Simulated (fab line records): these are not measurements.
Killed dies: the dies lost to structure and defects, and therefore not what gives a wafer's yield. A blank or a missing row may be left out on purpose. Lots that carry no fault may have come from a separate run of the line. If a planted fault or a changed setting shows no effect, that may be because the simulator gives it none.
The tool behind it: which one? + flow gf180mcu + Sampling: 13 lots, 39 wafers, 5 of 602 route steps

## WHAT EACH GAUGE READ, for each wafer
GF_STI_THK_MEAS_04.
| lot  | measured    | on           | STI_CVD_03_THK (nm) |
|------|-------------|--------------|---------------------|
| L553 | day 1 13:34 | filmMetro-04 | 203.3 203.9 204.7   |
| L554 | day 1 19:14 | filmMetro-02 | 204.6 206.4 203.0   |
| L555 | day 1 23:34 | filmMetro-02 | 210.5 209.2 209.5   |
| L556 | day 2 04:34 | filmMetro-02 | 204.4 205.0 204.1   |
| L557 | day 2 09:45 | filmMetro-02 | 209.3 210.0 208.3   |
| L558 | day 2 14:35 | filmMetro-04 | 209.2 208.8 207.8   |
| L560 | day 3 01:10 | filmMetro-02 | 207.5 207.9 206.8   |
| L564 | day 3 21:17 | filmMetro-02 | 208.6 209.1 210.2   |
| L565 | day 4 03:20 | filmMetro-01 | 209.7 210.3 210.1   |
| L566 | day 4 07:44 | filmMetro-02 | 206.6 205.5 206.2   |
| L567 | day 4 12:16 | filmMetro-02 | 207.2 207.9 207.4   |
| L570 | day 5 02:34 | filmMetro-02 | 208.2 209.1 209.5   |
| L572 | day 5 12:35 | filmMetro-04 | 206.3 206.1 206.4   |

GF_VT_IMPLANT_TW_MEAS_21.
| lot  | measured     | on           | VT_IMPLANT_2_TW |
|------|--------------|--------------|-----------------|
| L553 | day 6 05:35  | filmMetro-03 | 1225 1233 1225  |
| L554 | day 6 15:13  | filmMetro-03 | 1217 1230 1223  |
| L555 | day 6 19:08  | filmMetro-02 | 1212 1212 1206  |
| L556 | day 7 02:20  | filmMetro-04 | 1218 1221 1220  |
| L557 | day 7 09:58  | filmMetro-02 | 1209 1210 1209  |
| L558 | day 7 15:53  | filmMetro-04 | 1222 1222 1223  |
| L560 | day 8 10:31  | filmMetro-04 | 1217 1205 1211  |
| L564 | day 9 04:23  | filmMetro-03 | 1224 1217 1229  |
| L565 | day 9 16:01  | filmMetro-02 | 1210 1215 1208  |
| L566 | day 9 20:34  | filmMetro-04 | 1211 1213 1218  |
| L567 | day 10 04:20 | filmMetro-04 | 1216 1215 1214  |
| L570 | day 10 21:52 | filmMetro-04 | 1133 1139 1133  |
| L572 | day 11 09:36 | filmMetro-03 | 1144 1150 1142  |

GF_POLY_GATE_THK_MEAS_01.
| lot  | measured     | on           | POLY_GATE_CVD_00_THK (nm) |
|------|--------------|--------------|---------------------------|
| L553 | day 8 12:56  | filmMetro-02 | 198.1 198.2 198.2         |
| L554 | day 9 00:51  | filmMetro-03 | 202.6 201.7 201.2         |
| L555 | day 9 02:35  | filmMetro-02 | 199.4 199.7 199.5         |
| L556 | day 9 12:13  | filmMetro-01 | 199.4 200.5 197.8         |
| L557 | day 9 18:14  | filmMetro-03 | 207.0 204.8 205.5         |
| L558 | day 10 04:35 | filmMetro-03 | 202.8 200.8 202.0         |
| L560 | day 10 22:22 | filmMetro-02 | 202.5 203.2 201.4         |
| L564 | day 11 16:08 | filmMetro-02 | 202.1 202.4 202.4         |
| L565 | day 12 04:40 | filmMetro-01 | 200.2 200.1 200.8         |
| L566 | day 12 12:30 | filmMetro-03 | 202.3 204.5 202.1         |
| L567 | day 12 19:06 | filmMetro-02 | 201.3 200.9 199.9         |
| L570 | day 13 13:08 | filmMetro-01 | 200.9 200.9 200.0         |
| L572 | day 14 03:18 | filmMetro-02 | 203.1 202.3 200.5         |

## EACH LOT AND THE TOOL THAT RAN IT (in order: tool; ch and the chambers of the sampled wafers; start)
| lot  | GF_MVSD_STRIP_10                   | GF_VT_IMPLANT_IMPLANT_19        |
|------|------------------------------------|---------------------------------|
| L553 | plasmaAsher-03 ch 0,1, day 4 09:43 | implanter-04 ch 0, day 6 05:20  |
| L554 | plasmaAsher-01 ch 0,1, day 4 17:31 | implanter-04 ch 0, day 6 14:58  |
| L555 | plasmaAsher-01 ch 0,1, day 4 21:58 | implanter-03 ch 0, day 6 18:53  |
| L556 | plasmaAsher-02 ch 0,1, day 5 04:19 | implanter-04 ch 0, day 7 02:06  |
| L557 | plasmaAsher-01 ch 0,1, day 5 10:46 | implanter-01 ch 0, day 7 09:43  |
| L558 | plasmaAsher-03 ch 0,1, day 5 16:09 | implanter-03 ch 0, day 7 15:40  |
| L560 | plasmaAsher-02 ch 0,1, day 6 09:10 | implanter-04 ch 0, day 8 10:16  |
| L564 | plasmaAsher-02 ch 0,1, day 7 02:30 | implanter-04 ch 0, day 9 04:10  |
| L565 | plasmaAsher-01 ch 0, day 7 12:16   | implanter-04 ch 0, day 9 15:46  |
| L566 | plasmaAsher-02 ch 0,1, day 7 16:07 | implanter-03 ch 0, day 9 20:19  |
| L567 | plasmaAsher-03 ch 0,1, day 8 00:07 | implanter-01 ch 0, day 10 04:05 |
| L570 | plasmaAsher-01 ch 0,1, day 8 16:25 | implanter-04 ch 0, day 10 21:38 |
| L572 | plasmaAsher-03 ch 0,1, day 9 03:15 | implanter-04 ch 0, day 11 09:23 |
- GF_MVSD_STRIP_10: strips in O2/N2.
- GF_VT_IMPLANT_IMPLANT_19

## WHAT THE TOOLS THEMSELVES READ (means of the sampled wafers that have a number; where no wafer has one, the mark that the record gives instead)
GF_MVSD_STRIP_10.
| lot  | tool           | drypumpMotorCurrentA (A) | heaterPowerW (W) | oesProductAu (a.u.) | stripTimeToEndpointS (s) |
|------|----------------|--------------------------|------------------|---------------------|--------------------------|
| L553 | plasmaAsher-03 | 6.4                      | 365              | 0.725               | 36.97                    |
| L554 | plasmaAsher-01 | 5.8                      | 373              | 0.724               | 36.88                    |
| L555 | plasmaAsher-01 | 5.7                      | 377              | 0.719               | 36.87                    |
| L556 | plasmaAsher-02 | 5.5                      | 286              | 0.720               | 36.78                    |
| L557 | plasmaAsher-01 | 5.8                      | 376              | 0.724               | 36.77                    |
| L558 | plasmaAsher-03 | 6.4                      | 366              | 0.720               | 37.04                    |
| L560 | plasmaAsher-02 | 5.6                      | 294              | 0.722               | 36.91                    |
| L564 | plasmaAsher-02 | 5.5                      | 291              | 0.723               | 37.02                    |
| L565 | plasmaAsher-01 | 5.5                      | 376              | 0.720               | 37.00                    |
| L566 | plasmaAsher-02 | 5.5                      | 285              | 0.723               | 36.99                    |
| L567 | plasmaAsher-03 | 6.4                      | 350              | 0.723               | 36.92                    |
| L570 | plasmaAsher-01 | 5.6                      | 379              | 0.721               | 37.15                    |
| L572 | plasmaAsher-03 | 6.4                      | 343              | 0.725               | 37.01                    |

GF_VT_IMPLANT_IMPLANT_19.
| lot  | tool         | beamEnergyKeV | doseIonsCm2 | faradayCurrentUA |
|------|--------------|---------------|-------------|------------------|
| L553 | implanter-04 | 99.98         | 4.35e+12    | 24.7             |
| L554 | implanter-04 | 100.04        | 4.35e+12    | 24.7             |
| L555 | implanter-03 | 100.00        | 4.35e+12    | 23.8             |
| L556 | implanter-04 | 100.01        | 4.35e+12    | 24.5             |
| L557 | implanter-01 | 100.00        | 4.35e+12    | 24.6             |
| L558 | implanter-03 | 99.97         | 4.35e+12    | 24.5             |
| L560 | implanter-04 | 100.03        | 4.35e+12    | 24.1             |
| L564 | implanter-04 | 100.02        | 4.35e+12    | 25.1             |
| L565 | implanter-04 | 99.98         | 4.35e+12    | 23.9             |
| L566 | implanter-03 | 100.03        | 4.35e+12    | 24.3             |
| L567 | implanter-01 | 99.93         | 4.35e+12    | 24.9             |
| L570 | implanter-04 | 100.00        | 3.54e+12    | 19.8             |
| L572 | implanter-04 | 100.02        | 3.54e+12    | 20.3             |

## THE ANSWER, worked out from the rows above alone
Rule: the usual values come from the lots themselves. The widest of any qualifying gaps counts: lots, ordered by their means at a reading, are off when they make up no more than a third of the lots, leave a main group of 4 or more, and stand apart from it by 3 or more times the standard deviation of that group's means. If all means in a main group match to the digits the tables above print for the reading, that group is not used. Also off: a lot with no number at a reading for which 4 or more lots have one. Any other lot the step has rows for is counted as sound. The gauges are gone through in route order, then the tools' own readings, and for those a lot's mean is taken as printed above. The first step at which some lot is off is used, and at that step the reading that is off furthest; a lot without a number counts as furthest.
Off: L570, L572, seen at GF_VT_IMPLANT_TW_MEAS_21 (VT_IMPLANT_2_TW). Mean 1217 and standard deviation 6.2 in the main group.
A tool fits if, at a process step before that reading, it ran every lot that is off, and no sound lot after the first of them. Not tried: the gauges at GF_VT_IMPLANT_TW_MEAS_21; whatever is off there is also off at GF_VT_IMPLANT_IMPLANT_19, on other tools, and gauge error can't account for it. One candidate fits, namely implanter-04 at GF_VT_IMPLANT_IMPLANT_19. Its last sound lot is L565 (day 9 15:46), its first lot that is off L570 (day 10 21:38): a fault that began between those two fits.
The tool's own readings at GF_VT_IMPLANT_IMPLANT_19 bear it out: on the lots that are off they differ by more than 5 times the standard deviation of the sound lots' means. doseIonsCm2 reads 3.54e+12 there against 4.35e+12 on the sound lots; faradayCurrentUA reads 20.1 there against 24.5 on the sound lots.

## WHAT THE SIMULATOR HAD PUT IN
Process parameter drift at GF_VT_IMPLANT_IMPLANT_19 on implanter-04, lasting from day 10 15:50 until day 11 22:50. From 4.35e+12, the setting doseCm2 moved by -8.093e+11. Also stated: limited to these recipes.
Lots struck among those shown: L570, L572. The rule given above showed the same thing.
